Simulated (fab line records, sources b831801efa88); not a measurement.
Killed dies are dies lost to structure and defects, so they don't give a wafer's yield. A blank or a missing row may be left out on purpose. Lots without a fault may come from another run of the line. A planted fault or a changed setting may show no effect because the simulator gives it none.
A struck lot beside a sound one | flow sky130 | 17 steps out of a route of 708
Sound: wafers L750.1, L750.2, L750.6. Struck: wafers L762.3, L762.4, L762.6. The cause comes at the end.
At each step with rows: each side's tool, then ch and its chambers, then its first start. Under that, the readings that differ: sound wafers | struck wafers | difference of the means | sigmas: that difference in standard deviations of wafers without a fault.
alike: readings whose means differ by less than 2 such deviations, and words and numbers that are the same on both sides. not compared: withheld readings, readings that some wafer has no value for, bounds like >300 that may hide the same value, and numbers for which the record gives no deviation and whose values overlap.
The two part at a step that has a row with sigmas, a row that says differs or no value, or rows on one side only. Numbers that don't overlap but have no deviation are shown without sigmas and don't part them. A reading that every wafer of one side lacks parts them only if that side has two wafers or more.

first, 2 steps without rows for these wafers: SKY_LOCAL_INTERCONNECT_PEB_09; SKY_LOCAL_INTERCONNECT_DEVELOP_10 (develop time 60 s).
SKY_LOCAL_INTERCONNECT_CD_MEAS_11: target cd 170 nm.
  sound on cd_sem-02, day 30 13:35; struck on cd_sem-01, day 34 16:20
  alike: cd_nm
SKY_LOCAL_INTERCONNECT_OVL_MEAS_12:
  sound on overlay-01, day 30 13:43; struck on overlay-02, day 34 16:25
  alike: LOCAL_INTERCONNECT_OVL
SKY_LOCAL_INTERCONNECT_ETCH_13: etches BARC in N2/H2, stops on SiO2, time 45.9 s, target depth 60 nm.
  sound on rie_metal-01 ch 0,1, day 30 13:44; struck on rie_metal-04 ch 0,1, day 34 16:28
  alike: drypump_motor_current_A, oes_product_au, throttle_valve_pct
  not compared: rf_hours_counter_h
SKY_LOCAL_INTERCONNECT_METAL_ETCH_14: etches TiN in Cl2/BCl3, stops on PSG, target depth 110 nm, time 31.4 s.
  sound on rie_metal-01 ch 0,1, day 30 13:49; struck on rie_metal-04 ch 0,1, day 34 16:31
  alike: drypump_motor_current_A, oes_product_au, throttle_valve_pct
  not compared: rf_hours_counter_h
SKY_LOCAL_INTERCONNECT_STRIP_15: strips in O2/N2.
  sound on plasma_asher-04 ch 0,1, day 30 13:52; struck on plasma_asher-02 ch 0,1, day 34 16:35
  alike: drypump_motor_current_A, oes_product_au, strip_time_to_endpoint_s
  not compared: rf_hours_counter_h
then, 3 steps without rows for these wafers: SKY_LOCAL_INTERCONNECT_STRIP_16 (strips in post etch residue remover, time 1200 s); SKY_LOCAL_INTERCONNECT_CLEAN_17 (cleans in IPA, time 180 s); SKY_LOCAL_INTERCONNECT_CLEAN_18 (cleans in O3/DIW).
SKY_CONTACT_CVD_00: deposits Si3N4, target thk 75 nm.
  sound on pecvd-03 ch 0,1,2, day 30 14:27; struck on pecvd-04 ch 0,1,2, day 34 17:10
  reading                  | sound       | struck      | difference | sigmas
  heater_power_outer_w (W) | 331 337 357 | 516 424 475 | +130       | +2
  alike: heater_power_w
SKY_CONTACT_THK_MEAS_01:
  sound on film_metro-04, day 30 14:29; struck on film_metro-01, day 34 17:13
  alike: CONTACT_CVD_00_THK
SKY_CONTACT_HDPCVD_02: deposits SiO2, target thk 565 nm, time 94.2 s.
  sound on hdpcvd-02 ch 0,1, day 30 14:32; struck on hdpcvd-01 ch 0,2, day 34 17:15
  reading                                     | sound             | struck            | difference | sigmas
  run_length_s (s)                            | 122.5 121.8 123.0 | 128.3 127.2 127.7 | +5.3       | +10
  model.SiO2_of_CONTACT_HDPCVD_02.thk_nm (nm) | 562 550.5 562.1   | 601 602.5 598.1   | +42        |
SKY_CONTACT_THK_MEAS_03:
  sound on film_metro-01, day 30 14:37; struck on film_metro-03, day 34 17:20
  reading                 | sound       | struck      | difference | sigmas
  CONTACT_HDPCVD_THK (nm) | 562 550 562 | 601 602 598 | +42        | +6
SKY_CONTACT_CMP_04: polishes SiO2.
  sound on cmp-02 ch 0,1,3, day 30 14:46; struck on cmp-02 ch 0,2, day 34 17:26
  reading                | sound    | struck     | difference | sigmas
  time_to_endpoint_s (s) | 79 80 82 | 100 91 103 | +18        | +4
  alike: motor_current_A, retaining_ring_pressure_frac
SKY_CONTACT_BOW_MEAS_05:
  sound on film_metro-03, day 30 14:58; struck on film_metro-01, day 34 17:43
  alike: CONTACT_BOW
-- the record jumps here: 14 days lie between the struck wafers' starts before and after (it left off in module CONTACT and takes up again in module PAD_OPEN, whose first step shown is number 708 of the route) --
SKY_PAD_OPEN_PROBE_99:
  the record has rows for the struck wafers here (prober-02, day 49 03:40) and none for the sound ones

WHERE THEY PART
First at SKY_CONTACT_CVD_00; last, within this record, at SKY_PAD_OPEN_PROBE_99.

WHY: what the simulator had put in
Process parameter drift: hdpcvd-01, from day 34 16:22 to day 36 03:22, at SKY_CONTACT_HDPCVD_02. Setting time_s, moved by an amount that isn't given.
